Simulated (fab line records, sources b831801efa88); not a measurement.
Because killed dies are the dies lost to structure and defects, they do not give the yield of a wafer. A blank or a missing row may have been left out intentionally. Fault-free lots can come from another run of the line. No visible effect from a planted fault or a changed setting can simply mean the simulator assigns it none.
Shared-tool check | flow sky130 | Sample size 11 lots and 33 wafers

REASON IT WAS OPENED
2 of 11 lots carry a flag on the reading SD_N_RS at SKY_SD_N_RS_MEAS_16. No-fault wafers: 68.55 ohm/sq, standard deviation 0.11.
Rule: a lot is flagged when every wafer of it that has a number lies more than 4 standard deviations from that mean, or none has a number. The other lots count as sound.

lot  | measured     | on            | SD_N_RS (ohm/sq), wafer by wafer | flag
L693 | day 28 00:13 | film metro-01 | 68.60 68.62 68.71                |
L695 | day 28 11:13 | film metro-03 | 68.46 68.43 68.49                |
L698 | day 29 08:23 | film metro-04 | 68.51 68.57 68.54                |
L697 | day 29 13:20 | film metro-04 | 68.55 68.36 68.44                |
L699 | day 30 12:05 | film metro-01 | 68.57 68.63 68.52                |
L700 | day 30 13:35 | film metro-01 | 68.52 68.44 68.53                |
L704 | day 31 01:31 | film metro-03 | 68.54 68.67 68.80                |
L706 | day 32 12:55 | film metro-01 | 67.82 67.66 67.76                | FLAGGED
L711 | day 33 18:11 | film metro-04 | 67.71 67.66 67.77                | FLAGGED
L712 | day 34 20:28 | film metro-03 | 68.59 68.57 68.82                |
L715 | day 35 06:08 | film metro-01 | 68.45 68.40 68.48                |
On average the flagged lots' numbers are 67.73 ohm/sq, which is -0.82 ohm/sq against the usual, or -7 standard deviations.

LOT BY LOT: THE TOOL USED
Before the reading, the record contains 2 process steps out of a 708-step route. In each cell: the tool, then ch and the chambers that the sampled wafers went through, then the start.
lot  | flag    | SKY_SD_N_IMPLANT_09             | SKY_SD_N_STRIP_11
L693 |         | implanter-02 ch 0, day 27 23:31 | plasma asher-04 ch 0,1, day 27 23:49
L695 |         | implanter-04 ch 0, day 28 10:33 | plasma asher-03 ch 0,1, day 28 10:49
L698 |         | implanter-04 ch 0, day 29 07:42 | plasma asher-02 ch 0,1, day 29 07:58
L697 |         | implanter-02 ch 0, day 29 12:39 | plasma asher-02 ch 0,1, day 29 12:56
L699 |         | implanter-03 ch 0, day 30 10:34 | plasma asher-02 ch 0,1, day 30 10:56
L700 |         | implanter-04 ch 0, day 30 12:20 | plasma asher-03 ch 0, day 30 12:38
L704 |         | implanter-04 ch 0, day 31 00:50 | plasma asher-03 ch 0,1, day 31 01:08
L706 | FLAGGED | implanter-04 ch 0, day 32 12:14 | plasma asher-02 ch 0,1, day 32 12:32
L711 | FLAGGED | implanter-04 ch 0, day 33 17:31 | plasma asher-04 ch 0,1, day 33 17:47
L712 |         | implanter-03 ch 0, day 34 19:47 | plasma asher-02 ch 0,1, day 34 20:05
L715 |         | implanter-03 ch 0, day 35 05:28 | plasma asher-02 ch 0, day 35 05:44
What these steps do:
- SKY_SD_N_IMPLANT_09
- SKY_SD_N_STRIP_11: strips in O2/N2.
- SKY_SD_N_RS_MEAS_16: measures by four-point-probe.

FLAGGED OVER TOTAL, TOOL BY TOOL (the gauges that took the reading come last)
step                | tool            | lots run | flagged | share of the flagged lots | sound lots run after its first flagged lot
SKY_SD_N_IMPLANT_09 | implanter-02    | 2        | 0       | none                      | -
SKY_SD_N_IMPLANT_09 | implanter-03    | 3        | 0       | none                      | -
SKY_SD_N_IMPLANT_09 | implanter-04    | 6        | 2       | all                       | 0
SKY_SD_N_STRIP_11   | plasma asher-02 | 6        | 1       | some                      | 2 (L712,L715)
SKY_SD_N_STRIP_11   | plasma asher-03 | 3        | 0       | none                      | -
SKY_SD_N_STRIP_11   | plasma asher-04 | 2        | 1       | some                      | 0
SKY_SD_N_RS_MEAS_16 | film metro-01   | 5        | 1       | some                      | 1 (L715)
SKY_SD_N_RS_MEAS_16 | film metro-03   | 3        | 0       | none                      | -
SKY_SD_N_RS_MEAS_16 | film metro-04   | 3        | 1       | some                      | 0

WHAT THE TABLE ALLOWS
In the table, 1 row covers all flagged lots: implanter-04 at SKY_SD_N_IMPLANT_09.
- implanter-04 at SKY_SD_N_IMPLANT_09: 2 of its 6 lots flagged. It ran its last sound lot, L704, at day 31 00:50 and its first flagged lot, L706, at day 32 12:14: a fault with its onset between the two fits. Its own readings (end station pressure torr) fall more than 4 standard deviations out on all wafers of the flagged lots.
Just one tool remains: implanter-04 at SKY_SD_N_IMPLANT_09.

WHAT WAS PUT IN BY THE SIMULATOR
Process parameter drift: implanter-04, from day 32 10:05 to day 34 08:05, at SKY_SD_N_IMPLANT_09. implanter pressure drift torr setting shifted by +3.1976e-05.
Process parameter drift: implanter-04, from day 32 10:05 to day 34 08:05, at SKY_SD_N_IMPLANT_09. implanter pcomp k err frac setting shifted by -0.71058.
Shown lots that were struck: L706, L711. The rule given above showed the same thing.
